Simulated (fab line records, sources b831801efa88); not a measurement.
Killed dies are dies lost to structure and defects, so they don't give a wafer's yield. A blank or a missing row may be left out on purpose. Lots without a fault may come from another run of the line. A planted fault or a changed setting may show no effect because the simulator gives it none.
A struck lot beside a sound one | flow gf180mcu | 15 steps out of a route of 602
Sound: wafers L636.1, L636.2, L636.5. Struck: wafer L641.1. (L641.3, L641.4 of the same lot were not struck and are left out.) The cause comes at the end.
At each step with rows: each side's tool, then ch and its chambers, then its first start. Under that, the readings that differ: sound wafers | struck wafers | difference of the means | sigmas: that difference in standard deviations of wafers without a fault.
alike: readings whose means differ by less than 2 such deviations, and words and numbers that are the same on both sides. not compared: withheld readings, readings that some wafer has no value for, bounds like >300 that may hide the same value, and numbers for which the record gives no deviation and whose values overlap.
The two part at a step that has a row with sigmas, a row that says differs or no value, or rows on one side only. Numbers that don't overlap but have no deviation are shown without sigmas and don't part them. A reading that every wafer of one side lacks parts them only if that side has two wafers or more.

first, 1 step without rows for these wafers: GF_STI_OXIDATION_01 (stabilise 600 s, purge 300 s, target thk 10 nm).
GF_STI_THK_MEAS_02:
  sound on film_metro-04, day 1 16:31; struck on film_metro-03, day 2 17:37
  alike: STI_OXIDATION_THK
then, 1 step without rows for these wafers: GF_STI_CVD_03 (deposits Si3N4 from DCS/NH3, target thk 207.16 nm, time 3551 s).
GF_STI_THK_MEAS_04:
  sound on film_metro-01, day 1 18:35; struck on film_metro-01, day 2 19:40
  alike: STI_CVD_03_THK
then, 7 steps without rows for these wafers: GF_STI_DEHYDRATE_05 (time 60 s); GF_STI_HMDS_06 (prime time 60 s); GF_STI_COAT_07 (resist thk 700 nm); GF_STI_SOFTBAKE_08 (time 60 s); GF_STI_EXPOSE_09 (exposes mask COMP, target cd 220 nm); GF_STI_PEB_10 (peb time 90 s); GF_STI_DEVELOP_11 (develop time 60 s).
GF_STI_CD_MEAS_12: target cd 220 nm.
  sound on cd_sem-02, day 2 06:05; struck on cd_sem-02, day 3 08:23
  alike: cd_nm
GF_STI_ETCH_13: etches the open film in CHF3/O2, stops on Si, target depth 282.31 nm, time 112.9 s.
  sound on rie_diel-01 ch 2,3, day 2 06:12; struck on rie_diel-04 ch 2, day 3 08:30
  reading        | sound       | struck  | difference | sigmas
  over_etch_frac | 0.3 0.3 0.3 | 0.27938 | -0.02062   |
  alike: drypump_motor_current_A, oes_product_au, throttle_valve_pct
  not compared: rf_hours_counter_h
GF_STI_ETCH_14: etches Si in HBr/Cl2/O2, target depth 360 nm, time 102.9 s.
  sound on rie_si-01 ch 2,3, day 2 06:17; struck on rie_si-01 ch 2, day 3 08:35
  alike: HBr_flow_sccm, drypump_motor_current_A, he_backside_leak_sccm, oes_product_au, throttle_valve_pct
  not compared: rf_hours_counter_h
-- the record jumps here: 28 days lie between the struck wafers' starts before and after (it left off in module STI and takes up again in module PASSIVATION, whose first step shown is number 602 of the route) --
GF_PASSIVATION_PROBE_99:
  the record has rows for the struck wafers here (prober-02, day 30 21:34) and none for the sound ones

WHERE THEY PART
Only at GF_PASSIVATION_PROBE_99, within this record.

WHY: what the simulator had put in
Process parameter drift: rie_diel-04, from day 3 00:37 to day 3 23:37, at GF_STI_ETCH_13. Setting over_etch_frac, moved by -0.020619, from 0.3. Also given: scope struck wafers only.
